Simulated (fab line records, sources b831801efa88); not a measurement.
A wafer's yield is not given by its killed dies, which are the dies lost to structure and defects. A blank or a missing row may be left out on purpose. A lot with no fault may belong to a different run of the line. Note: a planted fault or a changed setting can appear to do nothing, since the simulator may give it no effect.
Which tool was responsible? | flow gf180mcu | 24 lots with 72 wafers sampled at 2 steps, on a route of 602 steps

== WHAT THE GAUGES READ, wafer by wafer ==
GF_VT_IMPLANT_TW_MEAS_32. Usual: VT_IMPLANT_3_TW typically reads 268.9, with standard deviation 2.5.
lot  | measured     | on            | VT_IMPLANT_3_TW   | flag
L074 | day 6 20:13  | film_metro-01 | 272.8 273.0 272.8 |
L075 | day 7 00:31  | film_metro-04 | 269.5 267.6 266.9 |
L076 | day 7 09:44  | film_metro-03 | 265.9 265.1 265.5 |
L077 | day 7 15:52  | film_metro-01 | 273.1 271.9 271.0 |
L078 | day 7 22:16  | film_metro-04 | 267.3 266.4 269.3 |
L079 | day 8 03:59  | film_metro-01 | 270.0 268.6 268.7 |
L080 | day 8 12:02  | film_metro-01 | 270.4 269.4 269.5 |
L081 | day 8 15:52  | film_metro-04 | 265.6 267.8 265.0 |
L082 | day 8 23:40  | film_metro-04 | 266.3 267.7 266.1 |
L083 | day 9 05:43  | film_metro-04 | 265.0 265.6 266.9 |
L084 | day 9 12:25  | film_metro-03 | 265.3 265.8 267.4 |
L085 | day 9 20:40  | film_metro-03 | 264.8 266.1 266.0 |
L086 | day 9 23:08  | film_metro-01 | 270.4 270.4 270.7 |
L087 | day 10 12:53 | film_metro-01 | 270.8 273.1 271.0 |
L088 | day 10 17:29 | film_metro-01 | 270.6 270.8 271.5 |
L089 | day 11 00:58 | film_metro-01 | 272.3 270.3 271.7 |
L090 | day 11 06:10 | film_metro-04 | 267.6 267.4 268.3 |
L091 | day 11 11:02 | film_metro-01 | 271.8 271.7 272.9 |
L092 | day 11 19:01 | film_metro-01 | 270.7 271.8 271.7 |
L093 | day 12 00:52 | film_metro-03 | 269.9 268.7 268.0 |
L094 | day 12 05:38 | film_metro-01 | 271.4 271.0 272.1 |
L095 | day 12 09:43 | film_metro-03 | 267.2 267.6 268.0 |
L096 | day 13 07:58 | film_metro-03 | 268.7 266.0 267.4 |
L097 | day 13 10:01 | film_metro-04 | 268.5 267.4 266.0 |

GF_CONTACT_OVL_MEAS_15. Usual: CONTACT_OVL typically reads -8 nm, with standard deviation 5.3.
lot  | measured     | on         | CONTACT_OVL (nm) | flag
L074 | day 16 04:41 | overlay-02 | -9 -15 -7        |
L075 | day 16 06:05 | overlay-01 | 1 -8 -13         |
L076 | day 16 15:31 | overlay-02 | -10 -9 -6        |
L077 | day 17 07:15 | overlay-02 | -11 -14 -16      |
L078 | day 17 09:17 | overlay-01 | -1 -3 2          |
L079 | day 17 16:52 | overlay-02 | -9 -10 -11       |
L080 | day 18 07:39 | overlay-01 | -6 -11 -6        |
L081 | day 18 10:23 | overlay-01 | -10 -4 -11       |
L082 | day 18 19:32 | overlay-01 | -5 -5 -5         |
L083 | day 19 02:54 | overlay-01 | -6 -4 -10        |
L084 | day 19 14:38 | overlay-02 | -7 -16 -5        |
L085 | day 20 02:02 | overlay-02 | -6 -18 -10       |
L086 | day 20 05:40 | overlay-01 | -6 -6 -9         |
L087 | day 21 04:48 | overlay-01 | -6 -9 -7         |
L088 | day 21 09:25 | overlay-02 | -5 -6 -9         |
L089 | day 21 17:53 | overlay-01 | -1 -12 -11       |
L090 | day 22 02:57 | overlay-02 | -15 -15 -12      |
L091 | day 22 06:34 | overlay-02 | -6 -5 -13        |
L092 | day 22 16:39 | overlay-01 | -10 -17 -6       |
L093 | day 23 06:35 | overlay-01 | -13 -3 -7        |
L094 | day 23 06:55 | overlay-02 | -8 -1 -7         |
L095 | day 23 12:30 | overlay-02 | -5 -2 -7         |
L096 | day 24 09:17 | overlay-01 | 0 -11 -7         |
L097 | day 24 12:51 | overlay-01 | -11 -10 -7       |

== TOOL THAT RAN EACH LOT (tool first, then ch and the chambers of the sampled wafers, then the start) ==
There is no process step in the record ahead of these readings.

== WHAT THE TOOLS THEMSELVES READ (means of the sampled wafers that have a number; where no wafer has one, the mark that the record gives instead) ==
The record holds no such reading with a usual standard deviation.

== THE ANSWER, worked out from the rows above alone ==
Rule: lot off if the mean of its wafers having a number is beyond 3 standard deviations from the usual mean. A lot without any number at a reading at which 4 lots or more have one is off too. Any other lot the step has rows for is counted as sound. First the gauges in route order, then the tools' own readings, where a lot's mean is used as printed above. At the first step where some lot is off, the reading lying furthest off is the one used; lots without a number count as furthest.
Nothing can be told from this: no lot is off at any reading shown.

== WHAT THE SIMULATOR HAD PUT IN ==
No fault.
